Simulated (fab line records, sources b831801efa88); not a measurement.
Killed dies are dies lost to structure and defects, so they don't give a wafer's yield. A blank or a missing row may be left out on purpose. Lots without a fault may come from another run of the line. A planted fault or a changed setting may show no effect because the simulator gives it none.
A struck lot beside a sound one | flow sky130 | 15 steps out of a route of 708
Sound: wafers L394.3, L394.4, L394.6. Struck: wafers L392.1, L392.4, L392.6. The cause comes at the end.
At each step with rows: each side's tool, then ch and its chambers, then its first start. Under that, the readings that differ: sound wafers | struck wafers | difference of the means | sigmas: that difference in standard deviations of wafers without a fault.
alike: readings whose means differ by less than 2 such deviations, and words and numbers that are the same on both sides. not compared: withheld readings, readings that some wafer has no value for, bounds like >300 that may hide the same value, and numbers for which the record gives no deviation and whose values overlap.
The two part at a step that has a row with sigmas, a row that says differs or no value, or rows on one side only. Numbers that don't overlap but have no deviation are shown without sigmas and don't part them. A reading that every wafer of one side lacks parts them only if that side has two wafers or more.

first, 2 steps without rows for these wafers: SKY_LDD_HVP_PEB_05; SKY_LDD_HVP_DEVELOP_06 (develop time 60 s).
SKY_LDD_HVP_OVL_MEAS_07:
  sound on overlay-01, day 27 16:04; struck on overlay-02, day 27 05:55
  alike: LDD_HVP_OVL
then, 1 step without rows for these wafers: SKY_LDD_HVP_IMPLANT_08.
SKY_LDD_HVP_STRIP_09: strips in O2/N2.
  sound on plasma_asher-01 ch 0,1, day 27 16:17; struck on plasma_asher-01 ch 0,1, day 27 06:06
  alike: drypump_motor_current_A, oes_product_au, strip_time_to_endpoint_s
  not compared: rf_hours_counter_h
SKY_LDD_HVP_TW_MEAS_10:
  sound on film_metro-02, day 27 16:22; struck on film_metro-01, day 27 06:12
  reading    | sound       | struck      | difference | sigmas
  LDD_HVP_TW | 452 451 454 | 462 460 463 | +9         | +2
then, 6 steps without rows for these wafers: SKY_LDD_LDN_DEHYDRATE_00 (time 60 s); SKY_LDD_LDN_HMDS_01 (prime time 60 s); SKY_LDD_LDN_COAT_02 (resist thk 1140 nm); SKY_LDD_LDN_SOFTBAKE_03 (time 60 s); SKY_LDD_LDN_EXPOSE_04 (exposes mask LDNTM, target cd 700 nm); SKY_LDD_LDN_PEB_05.
SKY_LDD_LDN_DEVELOP_06: develop time 60 s.
  sound on litho_track-04 ch 0, day 28 20:32; struck on litho_track-01 ch 0, day 28 10:22
  reading              | sound             | struck            | difference | sigmas
  developer_temp_C (C) | 22.98 23.07 22.85 | 22.25 22.14 22.13 | -0.79      | -7
  alike: resist_line_temp_C
SKY_LDD_LDN_OVL_MEAS_07:
  sound on overlay-01, day 28 20:38; struck on overlay-02, day 28 10:31
  alike: LDD_LDN_OVL
-- the record jumps here: 21 days lie between the struck wafers' starts before and after (it left off in module LDD_LDN and takes up again in module PAD_OPEN, whose first step shown is number 708 of the route) --
SKY_PAD_OPEN_PROBE_99:
  sound on prober-01, day 49 21:41; struck on prober-01, day 49 16:10
  alike: killed_at_M0_to_M3, killed_at_M4_up, killed_at_contacts, killed_at_front_end, killed_at_other, killed_dies, killed_open, killed_short

WHERE THEY PART
First at SKY_LDD_HVP_TW_MEAS_10; last, within this record, at SKY_LDD_LDN_DEVELOP_06. Later steps at which nothing parts them and some readings are alike: SKY_LDD_LDN_OVL_MEAS_07, SKY_PAD_OPEN_PROBE_99.

WHY: what the simulator had put in
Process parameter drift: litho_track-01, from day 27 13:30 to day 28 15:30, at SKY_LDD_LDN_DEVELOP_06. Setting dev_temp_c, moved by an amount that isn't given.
